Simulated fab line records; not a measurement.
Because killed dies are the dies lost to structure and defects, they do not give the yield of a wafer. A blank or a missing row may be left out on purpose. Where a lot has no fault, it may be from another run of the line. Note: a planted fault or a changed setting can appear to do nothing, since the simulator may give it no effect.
Problem report in the 8D (eight disciplines) form, filled by code || flow gf180mcu || the parts of the form that need people (team, actions taken, sign-off) are left out

1. PROBLEM STATEMENT
At GF_CONTACT_CMP_27, overpolish_run_s averages 0.036 s over 2 wafers from 2 lots, while fault-free wafers read 14.999 s, standard deviation 0.009. That is -99 or more standard deviations from the usual mean.
The step: polishes, stops on SiO2, t overpolish 15 s, target thk 0 nm.
The first sign was on wafer L240.2 at day 19 11:46, on cmp-01. The record has a number at this step for 42 wafers belonging to 14 lots. By rule, "out" or "out of limits" means more than 4 standard deviations away from the usual mean. Any other wafer with a number is counted as sound.

2. WHAT IT IS, AND WHAT IT ISN'T
{"question": "which readings at this step", "is": "overpolish_run_s, time_to_endpoint_s", "is not": "motor_current_A"}
{"question": "which lots", "is": "L240, L241", "is not": "L231, L232, L233, L234, L236, L245, L246, L248, L251, L252, L253, L254"}
{"question": "which wafers of those lots", "is": "L240.2, L241.3", "is not": "L240.1, L240.4, L241.1, L241.6"}
{"question": "read on which tools", "is": "cmp-01", "is not": "cmp-02"}
{"question": "when", "is": "from day 19 11:46", "is not": "up to then (17 sound wafers); but 23 sound wafers of L241, L245, L246, L248, L251, L252, L253, L254 came after"}

3. SUSPECTS, AND WHAT RULES EACH OUT
Counting: if a tool at a process step up to the reading ran every lot that is out, it stays a suspect. Sound lots after the first of them don't rule it out here, since some wafers of a struck lot are sound.
- cmp-01 at GF_CONTACT_CMP_27 (polishes, stops on SiO2, t overpolish 15 s, target thk 0 nm): kept. Ran every lot that is out, first one L240 (day 19 11:46); last sound lot up to then L231 (day 16 02:08). Its own readings are out on those wafers: overpolish_run_s, time_to_endpoint_s.
The count leaves cmp-01 at GF_CONTACT_CMP_27.

4. THE CAUSE (what the simulator had put in)
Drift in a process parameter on cmp-01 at GF_CONTACT_CMP_27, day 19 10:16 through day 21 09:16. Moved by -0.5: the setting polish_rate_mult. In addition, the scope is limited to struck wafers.
Counting left only this tool.

5. SEQUENCE OF EFFECTS, ordered by route
One row per reading whose mean, taken over the struck wafers that have a number, lies over 3 standard deviations from the usual. Only readings whose record carries a usual standard deviation are examined. hours: median over the lots of the time between each lot's start at the first step of this table that gives one and its start at this step. sigmas: the change, counted in usual standard deviations.
{"hours": 0, "step": "GF_CONTACT_CMP_27", "reading": "overpolish_run_s", "usual": "14.999 s", "on struck wafers": 0.036, "change": -14.963, "sigmas": "-99 or more"}
{"hours": 0, "step": "GF_CONTACT_CMP_27", "reading": "time_to_endpoint_s", "usual": "74 s", "on struck wafers": 114, "change": "+40", "sigmas": "+10"}
{"hours": 293, "step": "GF_PASSIVATION_PROBE_99", "reading": "killed_at_contacts", "usual": 6.0, "on struck wafers": 452.0, "change": "+446.0", "sigmas": "+99 or more"}
{"hours": 293, "step": "GF_PASSIVATION_PROBE_99", "reading": "killed_dies", "usual": 48, "on struck wafers": 492, "change": "+444", "sigmas": "+66"}
{"hours": 293, "step": "GF_PASSIVATION_PROBE_99", "reading": "killed_on_rim", "usual": 9.7, "on struck wafers": 96.0, "change": "+86.3", "sigmas": "+31"}
Its process steps:
- GF_CONTACT_CMP_27: polishes, stops on SiO2, t overpolish 15 s, target thk 0 nm.
- GF_PASSIVATION_PROBE_99

6. WHAT WOULD HAVE CAUGHT IT SOONER
First out-of-limits reading in this record: day 19 11:46, which is 2 hours after fault onset at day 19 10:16.
